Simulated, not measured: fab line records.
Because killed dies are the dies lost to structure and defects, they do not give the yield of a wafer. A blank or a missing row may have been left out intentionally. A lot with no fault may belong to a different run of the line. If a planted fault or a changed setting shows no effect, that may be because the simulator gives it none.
Comparing a struck lot with a sound one || flow sky130 || 33 out of 708 route steps
Sound: wafers L199.2, L199.4, L199.6. Wafers L213.1, L213.2, L213.3 were the ones struck. Last of all comes the cause.
Each step with rows lists, per side, the tool, then ch with its chambers, then its first start. Under that, the readings that differ: sound wafers || struck wafers || difference of the means || sigmas: that difference in standard deviations of wafers without a fault.
alike: a reading whose means differ by less than 2 such deviations, as well as words and numbers matching on both sides. not compared: withheld readings; readings where some wafer has no value; bounds like >300 that might hide an equal value; numbers whose values overlap and for which the record gives no deviation.
A row with sigmas, a row that says differs or no value, or rows on one side alone: a step with any of these is where the two part. Numbers that don't overlap but have no deviation are shown without sigmas and don't part them. A reading that every wafer of one side lacks parts them only if that side has two wafers or more.

first, 1 step without rows for these wafers: SKY_METAL2_DEVELOP_14 (develop time 60 s).
SKY_METAL2_CD_MEAS_15 targets a cd of 140 nm.
  struck on cd_sem-01, day 41 03:01; sound on cd_sem-01, day 36 20:37
  alike: cd_nm
SKY_METAL2_OVL_MEAS_16:
  struck on overlay-02, day 41 03:08; sound on overlay-02, day 36 20:43
  alike: METAL2_OVL
SKY_METAL2_DESCUM_17: chemistry O2, time 8 s.
  sound on rie_metal-04 ch 0,1, day 36 20:45; struck on rie_metal-03 ch 0,1, day 41 03:10
  alike: drypump_motor_current_A, he_backside_leak_sccm, oes_product_au
  not compared: rf_hours_counter_h
then, 2 steps without rows for these wafers: SKY_METAL2_ETCH_18 (etches BARC in N2/H2, stops on SiO2, time 45.9 s, target depth 60 nm); SKY_METAL2_METAL_ETCH_19 (etches the open film in Cl2/BCl3, stops on SiO2, target depth 360 nm, time 78 s).
SKY_METAL2_STRIP_20: strips in O2/N2.
  sound on plasma_asher-04 ch 0,1, day 36 20:56; struck on plasma_asher-04 ch 0,1, day 41 03:21
  alike: drypump_motor_current_A, n2_flow_sccm, oes_product_au, strip_time_to_endpoint_s
  not compared: rf_hours_counter_h
then, 4 steps without rows for these wafers: SKY_METAL2_STRIP_21 (strips in post etch residue remover, time 1200 s); SKY_METAL2_CLEAN_22 (cleans in IPA, time 180 s); SKY_METAL2_CLEAN_23 (cleans in O3/DIW); SKY_VIA2_HDPCVD_00 (deposits SiO2, target thk 1180 nm, time 199.5 s).
SKY_VIA2_THK_MEAS_01:
  struck on film_metro-03, day 41 04:04; sound on film_metro-02, day 36 21:40
{"reading": "VIA2_HDPCVD_THK (nm)", "sound": "1171 1167 1176", "struck": "1202 1211 1209", "difference": "+36", "sigmas": "+2"}
SKY_VIA2_CMP_02: polishes SiO2.
  sound on cmp-02 ch 0,3, day 36 21:46; struck on cmp-02 ch 0,1,3, day 41 04:15
  no value came back on the struck wafers for edge_zone_pressure_frac, head_pressure_psi (psi), motor_current_A (A); on the sound wafers edge_zone_pressure_frac reads 1.003 1.010 1.010
{"reading": "model.SiO2_of_VIA2_HDPCVD_00.thk_nm (nm)", "sound": "493 494.9 495", "struck": "1202 1212 1208", "difference": "+713", "sigmas": ""}
SKY_VIA2_BOW_MEAS_03:
  struck on film_metro-04, day 41 04:30; sound on film_metro-03, day 36 22:02
{"reading": "VIA2_BOW (um)", "sound": "90 93 91", "struck": "113 118 113", "difference": "+23", "sigmas": "+4"}
then, 8 steps without rows for these wafers: SKY_VIA2_DEHYDRATE_04 (time 60 s); SKY_VIA2_HMDS_05 (prime time 60 s); SKY_VIA2_COAT_06 (resist thk 60 nm); SKY_VIA2_COAT_07 (resist thk 450 nm); SKY_VIA2_SOFTBAKE_08 (time 90 s); SKY_VIA2_EXPOSE_09 (exposes mask VIM2, target cd 200 nm); SKY_VIA2_PEB_10; SKY_VIA2_DEVELOP_11 (develop time 60 s).
SKY_VIA2_CD_MEAS_12 targets a cd of 200 nm.
  struck on cd_sem-01, day 42 05:01; sound on cd_sem-01, day 38 00:26
  alike: cd_nm
SKY_VIA2_OVL_MEAS_13:
  struck on overlay-02, day 42 05:08; sound on overlay-01, day 38 00:32
  alike: VIA2_OVL
then, 1 step without rows for these wafers: SKY_VIA2_ETCH_14 (etches BARC in N2/H2, stops on SiO2, time 45.9 s, target depth 60 nm).
SKY_VIA2_ETCH_15: etches SiO2 in C4F8/O2/Ar, stops on TiN, target depth 546 nm, time 84 s.
  sound on rie_diel-02 ch 0,1, day 38 00:37; struck on rie_diel-03 ch 0,2,3, day 42 05:13
{"reading": "oes_product_au (a.u.)", "sound": "0.938 0.933 0.938", "struck": "1.629 1.596 1.602", "difference": "+0.673", "sigmas": "+99 or more"}
{"reading": "model.VIA2.feature_depth_nm (nm)", "sound": "493 494.9 495", "struck": "547.4 537.9 536.2", "difference": "+46.2", "sigmas": ""}
{"reading": "model.etch.depth_nm (nm)", "sound": "493 494.9 495", "struck": "547.4 537.9 536.2", "difference": "+46.2", "sigmas": ""}
  not compared: rf_hours_counter_h
SKY_VIA2_STRIP_16: strips in O2/N2.
  sound on plasma_asher-03 ch 1, day 38 00:41; struck on plasma_asher-02 ch 0,1, day 42 05:17
{"reading": "drypump_motor_current_A (A)", "sound": "5.20 5.20 5.20", "struck": "5.95 5.73 5.95", "difference": "+0.68", "sigmas": "+3"}
  alike: n2_flow_sccm, oes_product_au, strip_time_to_endpoint_s
  not compared: rf_hours_counter_h
then, 3 steps without rows for these wafers: SKY_VIA2_STRIP_17 (strips in post etch residue remover, time 1200 s); SKY_VIA2_CLEAN_18 (cleans in IPA, time 180 s); SKY_VIA2_CLEAN_19 (cleans in O3/DIW).
SKY_VIA2_SPUTTER_20: material TiN, target thk 20 nm, time 80 s.
  struck on pvd_sputter-01, day 42 05:52; sound on pvd_sputter-03, day 38 01:19
  alike: throttle_valve_pct
SKY_VIA2_CVD_21: deposits W, target thk 420 nm, time 126.4 s.
  sound on cvd_w-02 ch 0,1, day 38 01:22; struck on cvd_w-01 ch 0,1, day 42 05:56
{"reading": "heater_power_w (W)", "sound": "946 1022 1062", "struck": "942 786 781", "difference": -174, "sigmas": -2}
SKY_VIA2_CMP_24: polishes, stops on SiO2, t overpolish 20 s, target thk 0 nm.
  sound on cmp-02 ch 1,2,3, day 38 01:47; struck on cmp-02 ch 1,2,3, day 42 06:25
{"reading": "model.SiO2_of_VIA2_HDPCVD_00.thk_nm (nm)", "sound": "488.6 490.5 490.6", "struck": "1198 1207 1204", "difference": "+713", "sigmas": ""}
  alike: edge_zone_pressure_frac, head_pressure_psi, motor_current_A

== WHERE THEY PART ==
First at SKY_VIA2_THK_MEAS_01; last, within this record, at SKY_VIA2_CVD_21. Later steps at which nothing parts them and some readings are alike: SKY_VIA2_CMP_24.

WHY: the cause the simulator had injected
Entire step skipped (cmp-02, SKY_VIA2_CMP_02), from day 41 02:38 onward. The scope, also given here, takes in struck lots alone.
